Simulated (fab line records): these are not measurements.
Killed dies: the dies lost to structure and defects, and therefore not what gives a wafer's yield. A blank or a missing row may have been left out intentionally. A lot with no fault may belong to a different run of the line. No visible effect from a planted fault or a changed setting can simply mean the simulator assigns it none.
Matching of chambers / flow sky130 / 3 sister chambers for SKY_PASSIVATION_CVD_02 on pecvd-03
The step deposits Si3N4, target thk 540 nm. 14 wafers are shown with their chamber, then 7 later ones without.

## WAFERS, EACH WITH ITS CHAMBER
wafer=L107.2; chamber=1; rf-fwd-power-W (W)=452.1; heater-power-w (W)=706
wafer=L107.4; chamber=1; rf-fwd-power-W (W)=452.4; heater-power-w (W)=713
wafer=L107.5; chamber=0; rf-fwd-power-W (W)=449.1; heater-power-w (W)=672
wafer=L108.2; chamber=1; rf-fwd-power-W (W)=451.1; heater-power-w (W)=664
wafer=L108.3; chamber=2; rf-fwd-power-W (W)=447.7; heater-power-w (W)=711
wafer=L108.6; chamber=1; rf-fwd-power-W (W)=450.6; heater-power-w (W)=712
wafer=L112.4; chamber=2; rf-fwd-power-W (W)=449.1; heater-power-w (W)=729
wafer=L112.5; chamber=0; rf-fwd-power-W (W)=448.2; heater-power-w (W)=674
wafer=L112.6; chamber=1; rf-fwd-power-W (W)=448.5; heater-power-w (W)=682
wafer=L113.1; chamber=1; rf-fwd-power-W (W)=446.4; heater-power-w (W)=614
wafer=L113.2; chamber=0; rf-fwd-power-W (W)=449.2; heater-power-w (W)=659
wafer=L113.3; chamber=2; rf-fwd-power-W (W)=451.6; heater-power-w (W)=697
wafer=L124.1; chamber=0; rf-fwd-power-W (W)=449.9; heater-power-w (W)=740
wafer=L124.2; chamber=2; rf-fwd-power-W (W)=450.3; heater-power-w (W)=584

SIGNATURES, as means of the wafers listed above
reading=rf-fwd-power-W; chamber 0=449.100; chamber 1=450.183; chamber 2=449.675; scatter within a chamber=1.82
reading=heater-power-w; chamber 0=686.25; chamber 1=681.83; chamber 2=680.25; scatter within a chamber=46.9
Rule: a wafer's distance from a chamber is the root of the sum, over the readings, of the square of ((its reading less the chamber's mean) divided by the reading's scatter). If the next closest chamber is less than 2 further off than the closest, the wafer can't be placed; otherwise it belongs to the closest. The scatter is the square root of a quotient: the sum, over the shown wafers, of each reading's squared deviation from its chamber's mean, divided by wafers minus chambers.

## WAFERS WITHOUT THEIR CHAMBER
wafer=L124.4; rf-fwd-power-W (W)=449.9; heater-power-w (W)=689
wafer=L127.1; rf-fwd-power-W (W)=448.8; heater-power-w (W)=688
wafer=L127.4; rf-fwd-power-W (W)=450.3; heater-power-w (W)=594
wafer=L127.6; rf-fwd-power-W (W)=447.9; heater-power-w (W)=659
wafer=L129.4; rf-fwd-power-W (W)=449.7; heater-power-w (W)=666
wafer=L129.5; rf-fwd-power-W (W)=450.8; heater-power-w (W)=745
wafer=L129.6; rf-fwd-power-W (W)=449.2; heater-power-w (W)=722

## EACH ONE'S CHAMBER
wafer=L124.4; from the rows above=can't be placed: 1 or 2 or 0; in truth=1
wafer=L127.1; from the rows above=can't be placed: 0 or 2 or 1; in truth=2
wafer=L127.4; from the rows above=can't be placed: 2 or 1 or 0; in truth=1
wafer=L127.6; from the rows above=can't be placed: 0 or 2 or 1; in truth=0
wafer=L129.4; from the rows above=can't be placed: 2 or 1 or 0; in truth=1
wafer=L129.5; from the rows above=can't be placed: 1 or 2 or 0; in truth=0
wafer=L129.6; from the rows above=can't be placed: 0 or 2 or 1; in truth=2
0 of 7 placed correctly. Unplaceable from these rows: 7, with the true chamber sitting among the candidates in 7. Placed wrongly: 0.
